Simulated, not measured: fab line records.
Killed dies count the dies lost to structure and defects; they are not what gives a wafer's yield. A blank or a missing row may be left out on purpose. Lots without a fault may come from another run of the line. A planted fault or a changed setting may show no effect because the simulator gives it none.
Matching of chambers :: flow gf180mcu :: GF_V4_ETCH_16 on rie-diel-02 has 4 sister chambers
The step etches BARC in N2/H2. 16 wafers are shown with their chamber, then 8 later ones without.

== WAFERS PAIRED WITH THEIR CHAMBERS ==
wafer: L075.2
chamber: 3
drypump-motor-current-A (A): 4.6
h2-flow-sccm (sccm): 200.7
throttle-valve-pct (%): 13.237

wafer: L075.4
chamber: 0
drypump-motor-current-A (A): 5.7
h2-flow-sccm (sccm): 199.9
throttle-valve-pct (%): 13.232

wafer: L075.5
chamber: 0
drypump-motor-current-A (A): 5.7
h2-flow-sccm (sccm): 200.1
throttle-valve-pct (%): 13.227

wafer: L076.2
chamber: 1
drypump-motor-current-A (A): 5.9
h2-flow-sccm (sccm): 200.6
throttle-valve-pct (%): 13.225

wafer: L076.3
chamber: 3
drypump-motor-current-A (A): 4.6
h2-flow-sccm (sccm): 199.8
throttle-valve-pct (%): 13.220

wafer: L076.6
chamber: 3
drypump-motor-current-A (A): 4.7
h2-flow-sccm (sccm): 198.9
throttle-valve-pct (%): 13.213

wafer: L078.1
chamber: 0
drypump-motor-current-A (A): 5.7
h2-flow-sccm (sccm): 199.6
throttle-valve-pct (%): 13.235

wafer: L078.4
chamber: 2
drypump-motor-current-A (A): 5.7
h2-flow-sccm (sccm): 200.3
throttle-valve-pct (%): 13.225

wafer: L078.6
chamber: 0
drypump-motor-current-A (A): 5.6
h2-flow-sccm (sccm): 199.8
throttle-valve-pct (%): 13.221

wafer: L080.3
chamber: 2
drypump-motor-current-A (A): 5.7
h2-flow-sccm (sccm): 200.4
throttle-valve-pct (%): 13.226

wafer: L080.4
chamber: 1
drypump-motor-current-A (A): 5.9
h2-flow-sccm (sccm): 199.6
throttle-valve-pct (%): 13.231

wafer: L080.5
chamber: 0
drypump-motor-current-A (A): 5.6
h2-flow-sccm (sccm): 199.4
throttle-valve-pct (%): 13.225

wafer: L088.1
chamber: 1
drypump-motor-current-A (A): 5.9
h2-flow-sccm (sccm): 200.5
throttle-valve-pct (%): 13.210

wafer: L088.2
chamber: 0
drypump-motor-current-A (A): 5.7
h2-flow-sccm (sccm): 200.3
throttle-valve-pct (%): 13.224

wafer: L088.4
chamber: 3
drypump-motor-current-A (A): 4.7
h2-flow-sccm (sccm): 200.2
throttle-valve-pct (%): 13.221

wafer: L089.1
chamber: 0
drypump-motor-current-A (A): 5.7
h2-flow-sccm (sccm): 200.2
throttle-valve-pct (%): 13.227

SIGNATURES (averages over the wafers above)
reading: drypump-motor-current-A
chamber 0: 5.671
chamber 1: 5.900
chamber 2: 5.700
chamber 3: 4.650
scatter within a chamber: 0.045

reading: h2-flow-sccm
chamber 0: 199.900
chamber 1: 200.233
chamber 2: 200.350
chamber 3: 199.900
scatter within a chamber: 0.499

reading: throttle-valve-pct
chamber 0: 13.22729
chamber 1: 13.22200
chamber 2: 13.22550
chamber 3: 13.22275
scatter within a chamber: 0.00753
Rule: distance of a wafer from a chamber = root of the sum over the readings of ((wafer's reading minus chamber's mean) / reading's scatter) squared. The wafer belongs to the nearest chamber; if the next one is less than 2 further off, it can't be placed. The scatter: take each reading less its chamber's mean, square it, sum over the shown wafers, divide by the number of wafers less the number of chambers, and take the root.

== WAFERS MISSING THEIR CHAMBER ==
wafer: L089.3
drypump-motor-current-A (A): 5.7
h2-flow-sccm (sccm): 200.6
throttle-valve-pct (%): 13.232

wafer: L089.4
drypump-motor-current-A (A): 5.9
h2-flow-sccm (sccm): 198.4
throttle-valve-pct (%): 13.228

wafer: L092.2
drypump-motor-current-A (A): 4.7
h2-flow-sccm (sccm): 199.5
throttle-valve-pct (%): 13.213

wafer: L092.3
drypump-motor-current-A (A): 5.9
h2-flow-sccm (sccm): 200.5
throttle-valve-pct (%): 13.222

wafer: L092.6
drypump-motor-current-A (A): 5.7
h2-flow-sccm (sccm): 200.6
throttle-valve-pct (%): 13.227

wafer: L096.2
drypump-motor-current-A (A): 5.7
h2-flow-sccm (sccm): 199.6
throttle-valve-pct (%): 13.239

wafer: L096.3
drypump-motor-current-A (A): 5.7
h2-flow-sccm (sccm): 199.6
throttle-valve-pct (%): 13.214

wafer: L096.4
drypump-motor-current-A (A): 4.7
h2-flow-sccm (sccm): 199.5
throttle-valve-pct (%): 13.222

== CHAMBER TAKEN BY EACH ==
wafer: L089.3
from the rows above: can't be placed: 2 or 0
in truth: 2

wafer: L089.4
from the rows above: 1
in truth: 1

wafer: L092.2
from the rows above: 3
in truth: 3

wafer: L092.3
from the rows above: 1
in truth: 1

wafer: L092.6
from the rows above: can't be placed: 2 or 0
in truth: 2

wafer: L096.2
from the rows above: can't be placed: 0 or 2
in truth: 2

wafer: L096.3
from the rows above: can't be placed: 0 or 2
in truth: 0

wafer: L096.4
from the rows above: 3
in truth: 3
Correct placement for 4 of the 8. Cannot be placed on the basis of these rows: 4; the candidates contain the true chamber in 4. Wrongly placed: 0.
